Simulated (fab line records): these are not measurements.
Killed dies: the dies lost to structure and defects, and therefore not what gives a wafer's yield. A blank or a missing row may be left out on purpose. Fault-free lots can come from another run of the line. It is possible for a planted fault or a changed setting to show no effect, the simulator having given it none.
Which tool did it? | flow sky130 | 42 wafers from 14 lots sampled at 2 of the route's 708 steps

## WHAT EACH GAUGE READ, for each wafer
The record holds no reading of a measuring or inspecting step that can be judged against a usual standard deviation.

## WHAT TOOL EACH LOT RAN ON (gives the tool, then ch and the chambers of the sampled wafers, and finally the start)
lot  | SKY_POLY_CUT_ETCH_11               | SKY_PAD_OPEN_PROBE_99
L299 | rie_diel-02 ch 1,2, day 23 20:40   | prober-01, day 45 09:49
L300 | rie_diel-02 ch 1,2, day 24 10:43   | prober-02, day 45 19:46
L302 | rie_diel-01 ch 0,1, day 25 10:29   | prober-02, day 46 10:50
L303 | rie_diel-01 ch 0,1, day 25 21:14   | prober-01, day 46 19:32
L304 | rie_diel-02 ch 0,2,3, day 26 03:55 | prober-02, day 47 02:37
L305 | rie_diel-01 ch 1,3, day 26 16:08   | prober-01, day 47 11:35
L307 | rie_diel-01 ch 0,1, day 27 08:46   | prober-01, day 47 22:54
L308 | rie_diel-02 ch 0,1, day 27 13:25   | prober-02, day 47 23:48
L309 | rie_diel-01 ch 0,1,3, day 27 21:23 | prober-01, day 48 04:57
L310 | rie_diel-02 ch 1,2, day 28 04:28   | prober-02, day 48 10:30
L312 | rie_diel-01 ch 0,1,3, day 29 02:28 | prober-02, day 49 00:00
L317 | rie_diel-01 ch 0,3, day 30 14:38   | prober-01, day 50 00:58
L318 | rie_diel-01 ch 0,2,3, day 30 22:43 | prober-02, day 50 02:46
L321 | rie_diel-02 ch 0,3, day 31 19:05   | prober-01, day 50 17:58
- SKY_POLY_CUT_ETCH_11: etches Si3N4 in CF4/CH2F2/Ar, stops on poly-Si, time 42.5 s, target depth 60 nm.
- SKY_PAD_OPEN_PROBE_99

## WHAT THE TOOLS THEMSELVES READ (means of the sampled wafers that have a number; where no wafer has one, the mark that the record gives instead)
SKY_POLY_CUT_ETCH_11.
lot  | tool        | drypump_motor_current_A (A) | oes_product_au (a.u.) | throttle_valve_pct (%)
L299 | rie_diel-02 | 5.5                         | 0.819                 | 14.997
L300 | rie_diel-02 | 5.5                         | 0.834                 | 14.990
L302 | rie_diel-01 | 5.3                         | 0.824                 | 14.993
L303 | rie_diel-01 | 5.2                         | 0.838                 | 14.991
L304 | rie_diel-02 | 5.7                         | 0.824                 | 14.995
L305 | rie_diel-01 | 5.2                         | 0.824                 | 14.994
L307 | rie_diel-01 | 5.2                         | 0.832                 | 14.992
L308 | rie_diel-02 | 5.5                         | 0.830                 | 14.992
L309 | rie_diel-01 | 5.2                         | 0.836                 | 14.992
L310 | rie_diel-02 | 5.5                         | 0.836                 | 14.988
L312 | rie_diel-01 | 5.2                         | 0.828                 | 14.997
L317 | rie_diel-01 | 5.3                         | 0.744                 | 14.982
L318 | rie_diel-01 | 5.5                         | 0.741                 | 14.989
L321 | rie_diel-02 | 5.7                         | 0.816                 | 14.984

SKY_PAD_OPEN_PROBE_99.
lot  | tool      | killed_at_M0_to_M3 | killed_at_M4_up | killed_at_contacts | killed_at_front_end | killed_at_other | killed_dies | killed_on_rim | killed_open | killed_short
L299 | prober-01 | 39                 | 4.0             | 27                 | 15                  | 0.0             | 85          | 17            | 46          | 39
L300 | prober-02 | 40                 | 3.0             | 23                 | 18                  | 0.3             | 85          | 18            | 42          | 43
L302 | prober-02 | 42                 | 3.3             | 20                 | 18                  | 0.0             | 83          | 16            | 49          | 34
L303 | prober-01 | 45                 | 2.7             | 18                 | 18                  | 0.7             | 84          | 16            | 46          | 39
L304 | prober-02 | 41                 | 2.7             | 25                 | 15                  | 0.0             | 84          | 18            | 44          | 40
L305 | prober-01 | 51                 | 3.7             | 22                 | 15                  | 1.0             | 92          | 16            | 45          | 47
L307 | prober-01 | 46                 | 4.7             | 27                 | 12                  | 0.0             | 90          | 19            | 52          | 37
L308 | prober-02 | 53                 | 4.3             | 25                 | 10                  | 0.0             | 92          | 19            | 53          | 38
L309 | prober-01 | 44                 | 2.7             | 19                 | 12                  | 0.3             | 78          | 14            | 41          | 37
L310 | prober-02 | 45                 | 4.0             | 25                 | 14                  | 0.7             | 89          | 16            | 46          | 43
L312 | prober-02 | 53                 | 3.3             | 27                 | 18                  | 0.3             | 102         | 17            | 54          | 48
L317 | prober-01 | 46                 | 2.3             | 22                 | 422                 | 0.7             | 492         | 96            | 46          | 41
L318 | prober-02 | 46                 | 3.0             | 28                 | 415                 | 0.0             | 492         | 96            | 49          | 48
L321 | prober-01 | 44                 | 3.3             | 24                 | 11                  | 0.0             | 82          | 17            | 41          | 41

## THE ANSWER, worked out from the rows above alone
Rule: usual is defined by the lots themselves. Put in order of their means at a reading, lots are off if they are a third of the lots or fewer, leave a main group of 4 or more, and stand apart from it by a gap of 3 or more times the standard deviation of the main group's means; of several such gaps the widest counts. Not used: any main group whose means are identical at the precision the tables above print for the reading. Also off: a lot with no number at a reading for which 4 or more lots have one. All remaining lots with rows at the step are treated as sound. Order of review: gauges by route order, followed by the tools' own readings, for which a lot's mean as printed above is used. The first step at which some lot is off is used, and at that step the reading that is off furthest; a lot without a number counts as furthest.
Off: L317, L318, at SKY_POLY_CUT_ETCH_11 (oes_product_au). For the main group the mean is 0.828 a.u. and the standard deviation 0.0068.
A tool fits if, at that step or a process step before it, it ran every lot that is off, and no sound lot after the first of them. One candidate fits, namely rie_diel-01 at SKY_POLY_CUT_ETCH_11. Its last sound lot is L312 (day 29 02:28), its first lot that is off L317 (day 30 14:38): a fault that began between those two fits.
The tool's own readings at SKY_POLY_CUT_ETCH_11 bear it out: on the lots that are off they differ by more than 5 times the standard deviation of the sound lots' means. oes_product_au reads 0.742 a.u. there against 0.828 a.u. on the sound lots.

## WHAT HAD BEEN PUT IN BY THE SIMULATOR
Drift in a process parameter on rie_diel-01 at SKY_POLY_CUT_ETCH_11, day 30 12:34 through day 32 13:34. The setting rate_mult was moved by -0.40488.
Struck lots among those shown: L317, L318. The rule given above showed the same thing.
